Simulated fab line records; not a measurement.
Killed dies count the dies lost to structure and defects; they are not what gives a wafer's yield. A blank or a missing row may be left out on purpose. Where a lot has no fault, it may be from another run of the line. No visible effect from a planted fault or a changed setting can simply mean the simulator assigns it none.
A struck lot beside a sound one ; flow sky130 ; 34 out of 708 route steps
Sound: wafers L537.1, L537.3, L537.6. Wafers struck: L524.3, L524.4, L524.6. At the end, the cause is stated.
Each step with rows lists, per side, the tool, then ch with its chambers, then its first start. Under that, the readings that differ: sound wafers ; struck wafers ; difference of the means ; sigmas: that difference in standard deviations of wafers without a fault.
alike: same words and numbers on both sides, and readings whose means sit less than 2 such deviations apart. not compared: any withheld reading, any reading some wafer has no value for, any bound like >300 that may hide the same value, and any number with overlapping values for which the record gives no deviation.
Wherever a step has rows on one side only, a row that says differs or no value, or a row with sigmas, the two part there. When numbers do not overlap yet have no deviation, they are printed without sigmas and do not part them. A reading missing from all wafers of one side parts the sides only when that side holds two or more wafers.

first, 9 steps without rows for these wafers: SKY_LOCAL_INTERCONNECT_PEB_09; SKY_LOCAL_INTERCONNECT_DEVELOP_10 (develop time 60 s); SKY_LOCAL_INTERCONNECT_ETCH_13 (etches BARC in N2/H2, stops on SiO2, time 45.9 s, target depth 60 nm); SKY_LOCAL_INTERCONNECT_METAL_ETCH_14 (etches TiN in Cl2/BCl3, stops on PSG, target depth 110 nm, time 31.4 s); SKY_LOCAL_INTERCONNECT_STRIP_15 (strips in O2/N2); SKY_LOCAL_INTERCONNECT_STRIP_16 (strips in post etch residue remover, time 1200 s); SKY_LOCAL_INTERCONNECT_CLEAN_17 (cleans in IPA, time 180 s); SKY_LOCAL_INTERCONNECT_CLEAN_18 (cleans in O3/DIW); SKY_CONTACT_CVD_00 (deposits Si3N4, target thk 75 nm).
SKY_CONTACT_HDPCVD_02: deposits SiO2, target thk 565 nm, time 94.2 s.
  sound on hdpcvd-02 ch 0,1, day 37 17:36; struck on hdpcvd-02 ch 0,2, day 33 10:53
then, 23 steps without rows for these wafers: SKY_CONTACT_CMP_04 (polishes SiO2); SKY_CONTACT_DEHYDRATE_06 (time 60 s); SKY_CONTACT_HMDS_07 (prime time 60 s); SKY_CONTACT_COAT_08 (resist thk 60 nm); SKY_CONTACT_COAT_09 (resist thk 450 nm); SKY_CONTACT_SOFTBAKE_10 (time 90 s); SKY_CONTACT_EXPOSE_11 (exposes mask CTM1, target cd 170 nm); SKY_CONTACT_PEB_12; SKY_CONTACT_DEVELOP_13 (develop time 60 s); SKY_CONTACT_ETCH_16 (etches BARC in N2/H2, stops on SiO2, time 45.9 s, target depth 60 nm); SKY_CONTACT_ETCH_17 (etches SiO2 in C4F8/O2/Ar, stops on Si3N4, target depth 340 nm); SKY_CONTACT_ETCH_18 (etches Si3N4 in CHF3/O2, stops on TiN, time 39 s, target depth 75 nm); SKY_CONTACT_STRIP_19 (strips in O2/N2); SKY_CONTACT_STRIP_20 (strips in post etch residue remover, time 1200 s); SKY_CONTACT_CLEAN_21 (cleans in IPA, time 180 s); SKY_CONTACT_CLEAN_22 (cleans in O3/DIW); SKY_CONTACT_SPUTTER_23 (material TiN, target thk 20 nm, time 80 s); SKY_CONTACT_CVD_24 (deposits W, target thk 340 nm, time 102.12 s); SKY_CONTACT_CMP_27 (polishes, stops on SiO2, t overpolish 15 s, target thk 0 nm); SKY_METAL1_SPUTTER_00 (material Ti, target thk 15 nm, time 10 s); SKY_METAL1_SPUTTER_01 (material TiN, target thk 20 nm, time 16.7 s); SKY_METAL1_SPUTTER_02 (material AlCu, target thk 250 nm, time 13.3 s); SKY_METAL1_SPUTTER_03 (material Ti, target thk 5 nm, time 3.3 s).
-- the record jumps here: 15 days lie between the struck wafers' starts before and after (it left off in module METAL1 and takes up again in module PAD_OPEN, whose first step shown is number 708 of the route) --
SKY_PAD_OPEN_PROBE_99:
  struck on prober-01, day 48 02:02; sound on prober-02, day 50 19:13
reading;sound;struck;difference;sigmas
hold;- - -;await dispo/4.4h/release await dispo/4.4h/release await dispo/4.4h/release;no value on the sound wafers;
killed at contacts;18 22 36;76 84 82;+55;+10
killed dies;83 81 94;148 157 132;+60;+6
  alike: killed_at_M0_to_M3, killed_at_M4_up, killed at front end, killed at other, killed open, killed short

WHERE THEY PART
SKY_PAD_OPEN_PROBE_99 only, going by this record.

WHY: what had been put in by the simulator
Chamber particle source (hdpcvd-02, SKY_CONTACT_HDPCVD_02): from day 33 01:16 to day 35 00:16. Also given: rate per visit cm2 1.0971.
